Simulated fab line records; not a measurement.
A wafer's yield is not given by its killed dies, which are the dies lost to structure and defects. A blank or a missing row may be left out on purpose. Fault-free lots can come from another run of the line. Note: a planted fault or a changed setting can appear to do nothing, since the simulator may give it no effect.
The tool behind it: which one? || flow sky130 || 12 lots with 36 wafers sampled at 3 steps, on a route of 708 steps

## WHAT EACH GAUGE READ, for each wafer
SKY_PASSIVATION_THK_MEAS_01. Usual: PASSIVATION_CVD_00_THK typically reads 90.2 nm, with standard deviation 1.2.
{"lot": "L208", "measured": "day 44 23:53", "on": "film_metro-04", "PASSIVATION_CVD_00_THK (nm)": "88.7 89.3 90.8", "flag": ""}
{"lot": "L206", "measured": "day 45 06:34", "on": "film_metro-04", "PASSIVATION_CVD_00_THK (nm)": "88.9 89.9 89.4", "flag": ""}
{"lot": "L210", "measured": "day 45 07:14", "on": "film_metro-01", "PASSIVATION_CVD_00_THK (nm)": "89.2 88.6 91.8", "flag": ""}
{"lot": "L209", "measured": "day 45 06:56", "on": "film_metro-04", "PASSIVATION_CVD_00_THK (nm)": "90.9 90.3 91.1", "flag": ""}
{"lot": "L211", "measured": "day 45 15:08", "on": "film_metro-01", "PASSIVATION_CVD_00_THK (nm)": "90.2 90.5 90.9", "flag": ""}
{"lot": "L212", "measured": "day 45 19:47", "on": "film_metro-03", "PASSIVATION_CVD_00_THK (nm)": "89.4 88.7 88.9", "flag": ""}
{"lot": "L213", "measured": "day 46 00:02", "on": "film_metro-01", "PASSIVATION_CVD_00_THK (nm)": "89.2 87.6 90.9", "flag": ""}
{"lot": "L214", "measured": "day 46 01:50", "on": "film_metro-04", "PASSIVATION_CVD_00_THK (nm)": "88.7 93.4 90.7", "flag": ""}
{"lot": "L216", "measured": "day 46 09:37", "on": "film_metro-03", "PASSIVATION_CVD_00_THK (nm)": "89.2 90.9 90.7", "flag": ""}
{"lot": "L215", "measured": "day 46 10:02", "on": "film_metro-03", "PASSIVATION_CVD_00_THK (nm)": "88.5 88.9 89.5", "flag": ""}
{"lot": "L217", "measured": "day 47 01:05", "on": "film_metro-01", "PASSIVATION_CVD_00_THK (nm)": "87.2 87.8 90.6", "flag": ""}
{"lot": "L228", "measured": "day 49 10:24", "on": "film_metro-03", "PASSIVATION_CVD_00_THK (nm)": "89.5 92.2 90.5", "flag": ""}

## WHAT TOOL EACH LOT RAN ON (gives the tool, then ch and the chambers of the sampled wafers, and finally the start)
{"lot": "L208", "SKY_POLY_GATE_STRIP_18": "plasma_asher-02 ch 0,1, day 17 21:27", "SKY_METAL5_SPUTTER_03": "pvd_sputter-03, day 44 00:47"}
{"lot": "L206", "SKY_POLY_GATE_STRIP_18": "plasma_asher-03 ch 0,1, day 17 21:47", "SKY_METAL5_SPUTTER_03": "pvd_sputter-01, day 44 01:52"}
{"lot": "L210", "SKY_POLY_GATE_STRIP_18": "plasma_asher-04 ch 0,1, day 17 22:31", "SKY_METAL5_SPUTTER_03": "pvd_sputter-01, day 44 04:43"}
{"lot": "L209", "SKY_POLY_GATE_STRIP_18": "plasma_asher-03 ch 0,1, day 17 23:41", "SKY_METAL5_SPUTTER_03": "pvd_sputter-03, day 44 04:15"}
{"lot": "L211", "SKY_POLY_GATE_STRIP_18": "plasma_asher-02 ch 0,1, day 19 01:14", "SKY_METAL5_SPUTTER_03": "pvd_sputter-01, day 44 19:24"}
{"lot": "L212", "SKY_POLY_GATE_STRIP_18": "plasma_asher-02 ch 0,1, day 19 04:14", "SKY_METAL5_SPUTTER_03": "pvd_sputter-03, day 44 22:41"}
{"lot": "L213", "SKY_POLY_GATE_STRIP_18": "plasma_asher-02 ch 0,1, day 19 11:41", "SKY_METAL5_SPUTTER_03": "pvd_sputter-02, day 45 02:08"}
{"lot": "L214", "SKY_POLY_GATE_STRIP_18": "plasma_asher-02 ch 1, day 19 17:17", "SKY_METAL5_SPUTTER_03": "pvd_sputter-02, day 45 05:05"}
{"lot": "L216", "SKY_POLY_GATE_STRIP_18": "plasma_asher-04 ch 0,1, day 20 05:32", "SKY_METAL5_SPUTTER_03": "pvd_sputter-03, day 45 10:57"}
{"lot": "L215", "SKY_POLY_GATE_STRIP_18": "plasma_asher-04 ch 0,1, day 20 07:41", "SKY_METAL5_SPUTTER_03": "pvd_sputter-01, day 45 12:56"}
{"lot": "L217", "SKY_POLY_GATE_STRIP_18": "plasma_asher-04 ch 0,1, day 20 22:08", "SKY_METAL5_SPUTTER_03": "pvd_sputter-03, day 46 02:18"}
{"lot": "L228", "SKY_POLY_GATE_STRIP_18": "plasma_asher-03 ch 0,1, day 24 16:41", "SKY_METAL5_SPUTTER_03": "pvd_sputter-03, day 48 16:03"}
- SKY_POLY_GATE_STRIP_18: strips in O2/N2.
- SKY_METAL5_SPUTTER_03: material Ti, target thk 5 nm, time 3.3 s.

## AS READ BY THE TOOLS THEMSELVES (means over the sampled wafers that have a number; for cases with no such wafer, the mark the record gives instead)
SKY_POLY_GATE_STRIP_18. Usual: drypump_motor_current_A 6.1 A, standard deviation 0.52; oes_product_au 0.360 a.u., standard deviation 0.0046; strip_time_to_endpoint_s 3.154 s, standard deviation 0.028.
{"lot": "L208", "tool": "plasma_asher-02", "drypump_motor_current_A (A)": 6.6, "oes_product_au (a.u.)": 0.364, "strip_time_to_endpoint_s (s)": 3.158, "flag": ""}
{"lot": "L206", "tool": "plasma_asher-03", "drypump_motor_current_A (A)": 5.5, "oes_product_au (a.u.)": 0.361, "strip_time_to_endpoint_s (s)": 3.139, "flag": ""}
{"lot": "L210", "tool": "plasma_asher-04", "drypump_motor_current_A (A)": 6.3, "oes_product_au (a.u.)": 0.358, "strip_time_to_endpoint_s (s)": 3.151, "flag": ""}
{"lot": "L209", "tool": "plasma_asher-03", "drypump_motor_current_A (A)": 5.5, "oes_product_au (a.u.)": 0.360, "strip_time_to_endpoint_s (s)": 3.164, "flag": ""}
{"lot": "L211", "tool": "plasma_asher-02", "drypump_motor_current_A (A)": 6.6, "oes_product_au (a.u.)": 0.356, "strip_time_to_endpoint_s (s)": 3.115, "flag": ""}
{"lot": "L212", "tool": "plasma_asher-02", "drypump_motor_current_A (A)": 6.6, "oes_product_au (a.u.)": 0.360, "strip_time_to_endpoint_s (s)": 3.155, "flag": ""}
{"lot": "L213", "tool": "plasma_asher-02", "drypump_motor_current_A (A)": 6.6, "oes_product_au (a.u.)": 0.363, "strip_time_to_endpoint_s (s)": 3.179, "flag": ""}
{"lot": "L214", "tool": "plasma_asher-02", "drypump_motor_current_A (A)": 6.8, "oes_product_au (a.u.)": 0.359, "strip_time_to_endpoint_s (s)": 3.181, "flag": ""}
{"lot": "L216", "tool": "plasma_asher-04", "drypump_motor_current_A (A)": 6.3, "oes_product_au (a.u.)": 0.359, "strip_time_to_endpoint_s (s)": 3.140, "flag": ""}
{"lot": "L215", "tool": "plasma_asher-04", "drypump_motor_current_A (A)": 6.0, "oes_product_au (a.u.)": 0.359, "strip_time_to_endpoint_s (s)": 3.152, "flag": ""}
{"lot": "L217", "tool": "plasma_asher-04", "drypump_motor_current_A (A)": 6.3, "oes_product_au (a.u.)": 0.358, "strip_time_to_endpoint_s (s)": 3.134, "flag": ""}
{"lot": "L228", "tool": "plasma_asher-03", "drypump_motor_current_A (A)": 5.6, "oes_product_au (a.u.)": 0.359, "strip_time_to_endpoint_s (s)": 3.138, "flag": ""}

SKY_METAL5_SPUTTER_03. Usual: throttle_valve_pct reads 30.1 % (standard deviation 0.84).
{"lot": "L208", "tool": "pvd_sputter-03", "throttle_valve_pct (%)": 29.9, "flag": ""}
{"lot": "L206", "tool": "pvd_sputter-01", "throttle_valve_pct (%)": 30.3, "flag": ""}
{"lot": "L210", "tool": "pvd_sputter-01", "throttle_valve_pct (%)": 30.4, "flag": ""}
{"lot": "L209", "tool": "pvd_sputter-03", "throttle_valve_pct (%)": 30.4, "flag": ""}
{"lot": "L211", "tool": "pvd_sputter-01", "throttle_valve_pct (%)": 30.5, "flag": ""}
{"lot": "L212", "tool": "pvd_sputter-03", "throttle_valve_pct (%)": 30.3, "flag": ""}
{"lot": "L213", "tool": "pvd_sputter-02", "throttle_valve_pct (%)": 29.9, "flag": ""}
{"lot": "L214", "tool": "pvd_sputter-02", "throttle_valve_pct (%)": 30.4, "flag": ""}
{"lot": "L216", "tool": "pvd_sputter-03", "throttle_valve_pct (%)": 29.4, "flag": ""}
{"lot": "L215", "tool": "pvd_sputter-01", "throttle_valve_pct (%)": 30.4, "flag": ""}
{"lot": "L217", "tool": "pvd_sputter-03", "throttle_valve_pct (%)": 30.1, "flag": ""}
{"lot": "L228", "tool": "pvd_sputter-03", "throttle_valve_pct (%)": 31.1, "flag": ""}

## THE ANSWER, worked out from the rows above alone
Rule: lot off if the mean of its wafers having a number is beyond 3 standard deviations from the usual mean. A lot without any number at a reading at which 4 lots or more have one is off too. The other lots that the step has rows for count as sound. The gauges are gone through in route order, then the tools' own readings, and for those a lot's mean is taken as printed above. The first step at which some lot is off is used, and at that step the reading that is off furthest; a lot without a number counts as furthest.
Across all readings shown, no lot is off: no conclusion can be drawn from this.

## WHAT THE SIMULATOR HAD PUT IN
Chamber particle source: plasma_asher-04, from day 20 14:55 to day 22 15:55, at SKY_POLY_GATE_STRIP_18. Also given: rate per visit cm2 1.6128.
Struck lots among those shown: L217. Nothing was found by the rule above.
